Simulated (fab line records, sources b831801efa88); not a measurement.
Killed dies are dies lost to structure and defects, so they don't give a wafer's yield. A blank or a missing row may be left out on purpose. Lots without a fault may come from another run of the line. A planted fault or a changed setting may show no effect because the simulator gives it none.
Tool commonality check | flow gf180mcu | 12 lots, 42 wafers sampled

WHY IT WAS OPENED
At GF_NWELL_TW_MEAS_11 the reading NWELL_TW is flagged on 2 of 12 lots. Wafers without a fault read 1589, standard deviation 9.5.
Rule: a lot is flagged when every wafer of it that has a number lies more than 4 standard deviations from that mean, or none has a number. The other lots count as sound.

lot  | measured    | on            | NWELL_TW, wafer by wafer      | flag
L963 | day 3 07:56 | film_metro-02 | 1556 1565 1562                |
L965 | day 3 18:42 | film_metro-04 | 1591 1592 1600                |
L966 | day 4 01:36 | film_metro-04 | 1585 1591 1583                |
L967 | day 4 05:24 | film_metro-04 | 1584 1586 1587                |
L968 | day 4 11:46 | film_metro-04 | 1595 1600 1584                |
L972 | day 5 10:13 | film_metro-03 | 1751 1751 1757 1754 1751 1759 | FLAGGED
L975 | day 6 01:09 | film_metro-03 | 1581 1580 1588                |
L976 | day 6 06:55 | film_metro-04 | 1770 1766 1766 1769 1771 1766 | FLAGGED
L981 | day 7 09:57 | film_metro-03 | 1581 1585 1580                |
L983 | day 7 19:26 | film_metro-04 | 1606 1604 1591                |
L985 | day 8 14:45 | film_metro-04 | 1600 1602 1588                |
L986 | day 8 18:56 | film_metro-04 | 1606 1595 1600                |
The numbers of the flagged lots are 1761 on average: +172 against the usual, or +18 standard deviations.

WHICH TOOL RAN EACH LOT
The record holds 1 process step before the reading, out of a route of 602 steps. In each cell: the tool, then ch and the chambers that the sampled wafers went through, then the start.
lot  | flag    | GF_NWELL_IMPLANT_08
L963 |         | implanter-01 ch 0, day 3 07:34
L965 |         | implanter-02 ch 0, day 3 18:19
L966 |         | implanter-01 ch 0, day 4 01:12
L967 |         | implanter-03 ch 0, day 4 05:01
L968 |         | implanter-01 ch 0, day 4 11:22
L972 | FLAGGED | implanter-01 ch 0, day 5 09:51
L975 |         | implanter-02 ch 0, day 6 00:45
L976 | FLAGGED | implanter-01 ch 0, day 6 06:26
L981 |         | implanter-02 ch 0, day 7 09:33
L983 |         | implanter-03 ch 0, day 7 18:56
L985 |         | implanter-01 ch 0, day 8 14:21
L986 |         | implanter-02 ch 0, day 8 18:32
What these steps do:
- GF_NWELL_IMPLANT_08
- GF_NWELL_TW_MEAS_11

FLAGGED OVER TOTAL, TOOL BY TOOL (the gauges that took the reading come last)
step                | tool          | lots run | flagged | share of the flagged lots | sound lots run after its first flagged lot
GF_NWELL_IMPLANT_08 | implanter-01  | 6        | 2       | all                       | 1 (L985)
GF_NWELL_IMPLANT_08 | implanter-02  | 4        | 0       | none                      | -
GF_NWELL_IMPLANT_08 | implanter-03  | 2        | 0       | none                      | -
GF_NWELL_TW_MEAS_11 | film_metro-02 | 1        | 0       | none                      | -
GF_NWELL_TW_MEAS_11 | film_metro-03 | 3        | 1       | some                      | 2 (L975,L981)
GF_NWELL_TW_MEAS_11 | film_metro-04 | 8        | 1       | some                      | 3 (L983,L985,L986)

WHAT THE TABLE ALLOWS
1 row of the table ran every flagged lot: implanter-01 at GF_NWELL_IMPLANT_08.
- implanter-01 at GF_NWELL_IMPLANT_08: 2 of its 6 lots flagged. Sound lots ran on it after the first flagged one (L985), which a lasting fault on the whole tool wouldn't allow. Its own readings lie more than 4 standard deviations out on every wafer of the flagged lots: dose_ions_cm2, faraday_current_uA.
No row of the table ran every flagged lot and no sound lot after the first.

WHAT THE SIMULATOR HAD PUT IN
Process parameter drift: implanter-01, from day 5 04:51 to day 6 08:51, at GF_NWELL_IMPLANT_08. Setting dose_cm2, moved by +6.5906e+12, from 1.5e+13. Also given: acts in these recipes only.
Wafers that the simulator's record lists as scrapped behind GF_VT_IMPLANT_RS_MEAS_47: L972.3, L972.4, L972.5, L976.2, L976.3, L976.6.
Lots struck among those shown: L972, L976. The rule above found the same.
